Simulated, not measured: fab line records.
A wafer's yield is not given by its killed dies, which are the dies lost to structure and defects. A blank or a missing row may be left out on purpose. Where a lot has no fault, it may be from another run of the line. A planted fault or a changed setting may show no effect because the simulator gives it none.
Matching of chambers :: flow sfq-line :: 4 sister chambers for SFQ_TRILAYER_I2_CMP_CMP_064 on cmp-02
The step polishes SiO2. 8 wafers are shown with their chamber, then 9 later ones without.

## WAFERS, EACH WITH ITS CHAMBER
wafer: L629.3
chamber: 2
motor-current-A (A): 10.2
time-to-endpoint-s (s): 219

wafer: L630.2
chamber: 2
motor-current-A (A): 10.6
time-to-endpoint-s (s): 205

wafer: L635.3
chamber: 3
motor-current-A (A): 9.7
time-to-endpoint-s (s): 201

wafer: L637.1
chamber: 1
motor-current-A (A): 12.9
time-to-endpoint-s (s): 218

wafer: L637.4
chamber: 3
motor-current-A (A): 10.0
time-to-endpoint-s (s): 217

wafer: L638.3
chamber: 0
motor-current-A (A): 8.3
time-to-endpoint-s (s): 220

wafer: L638.4
chamber: 1
motor-current-A (A): 13.7
time-to-endpoint-s (s): 224

wafer: L638.5
chamber: 0
motor-current-A (A): 8.6
time-to-endpoint-s (s): 225

## WAFERS MISSING THEIR CHAMBER
wafer: L640.2
motor-current-A (A): 9.6
time-to-endpoint-s (s): 223

wafer: L640.3
motor-current-A (A): 10.1
time-to-endpoint-s (s): 213

wafer: L640.6
motor-current-A (A): 13.9
time-to-endpoint-s (s): 230

wafer: L642.3
motor-current-A (A): 8.7
time-to-endpoint-s (s): 211

wafer: L642.4
motor-current-A (A): 10.8
time-to-endpoint-s (s): 218

wafer: L642.6
motor-current-A (A): 13.2
time-to-endpoint-s (s): 222

wafer: L649.3
motor-current-A (A): 10.0
time-to-endpoint-s (s): 221

wafer: L651.1
motor-current-A (A): 9.8
time-to-endpoint-s (s): 205

wafer: L651.4
motor-current-A (A): 10.2
time-to-endpoint-s (s): 222

## EACH ONE'S CHAMBER
wafer: L640.2
from the rows above: can't be placed: 3 or 2 or 0
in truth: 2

wafer: L640.3
from the rows above: can't be placed: 2 or 3
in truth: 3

wafer: L640.6
from the rows above: 1
in truth: 1

wafer: L642.3
from the rows above: can't be placed: 0 or 3
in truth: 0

wafer: L642.4
from the rows above: can't be placed: 2 or 3
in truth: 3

wafer: L642.6
from the rows above: 1
in truth: 1

wafer: L649.3
from the rows above: can't be placed: 3 or 2
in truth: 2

wafer: L651.1
from the rows above: can't be placed: 3 or 2
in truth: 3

wafer: L651.4
from the rows above: can't be placed: 2 or 3
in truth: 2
Placed correctly: 2 of 9. Can't be placed from these rows: 7 (the true chamber is among the candidates in 7). Number placed wrongly: 0.
How it was worked out, from the rows above alone: a wafer's distance from a chamber is the root of the sum, over the readings, of the square of ((its reading less the chamber's mean) divided by the reading's scatter). The wafer belongs to the nearest chamber; if the next one is less than 2 further off, it can't be placed. For every chamber, the mean is computed from those of its wafers that are shown. The scatter is the square root of a quotient: the sum, over the shown wafers, of each reading's squared deviation from its chamber's mean, divided by wafers minus chambers.
